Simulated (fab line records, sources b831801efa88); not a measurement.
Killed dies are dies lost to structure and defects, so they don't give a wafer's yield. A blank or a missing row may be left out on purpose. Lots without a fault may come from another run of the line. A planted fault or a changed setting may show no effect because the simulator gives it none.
Chamber matching | flow sky130 | SKY_METAL4_ETCH_17 on rie_diel-04: 4 sister chambers
The step etches SiO2 in C4F8/O2/Ar, stops on TiN, time 3.9 s, target depth 15 nm. 14 wafers are shown with their chamber, then 7 later ones without.

WAFERS WITH THEIR CHAMBER
wafer  | chamber | oes_product_au (a.u.)
L291.1 | 1       | 0.748
L291.4 | 0       | 0.756
L291.6 | 0       | 0.753
L296.2 | 2       | 0.745
L296.3 | 1       | 0.748
L296.6 | 2       | 0.757
L302.1 | 0       | 0.749
L302.4 | 0       | 0.766
L302.5 | 3       | 0.761
L303.1 | 1       | 0.751
L303.4 | 3       | 0.749
L303.6 | 2       | 0.760
L306.1 | 0       | 0.745
L306.2 | 1       | 0.761

SIGNATURES (means of the wafers above)
reading        | chamber 0 | chamber 1 | chamber 2 | chamber 3 | scatter within a chamber
oes_product_au | 0.75380   | 0.75200   | 0.75400   | 0.75500   | 0.00753
Rule: a wafer's distance from a chamber is the root of the sum, over the readings, of the square of ((its reading less the chamber's mean) divided by the reading's scatter). The wafer belongs to the nearest chamber; if the next one is less than 2 further off, it can't be placed. The scatter: the root of (the sum of the squares of (reading less its chamber's mean) over the shown wafers, divided by (wafers less chambers)).

WAFERS WITHOUT THEIR CHAMBER
wafer  | oes_product_au (a.u.)
L306.6 | 0.752
L309.1 | 0.743
L309.4 | 0.752
L309.5 | 0.749
L311.3 | 0.748
L311.4 | 0.754
L311.5 | 0.781

WHICH CHAMBER EACH WENT THROUGH
wafer  | from the rows above               | in truth
L306.6 | can't be placed: 1 or 0 or 2 or 3 | 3
L309.1 | can't be placed: 1 or 0 or 2 or 3 | 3
L309.4 | can't be placed: 1 or 0 or 2 or 3 | 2
L309.5 | can't be placed: 1 or 0 or 2 or 3 | 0
L311.3 | can't be placed: 1 or 0 or 2 or 3 | 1
L311.4 | can't be placed: 2 or 0 or 3 or 1 | 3
L311.5 | can't be placed: 3 or 2 or 0 or 1 | 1
Placed correctly: 0 of 7. Can't be placed from these rows: 7 (the true chamber is among the candidates in 7). Placed wrongly: 0.
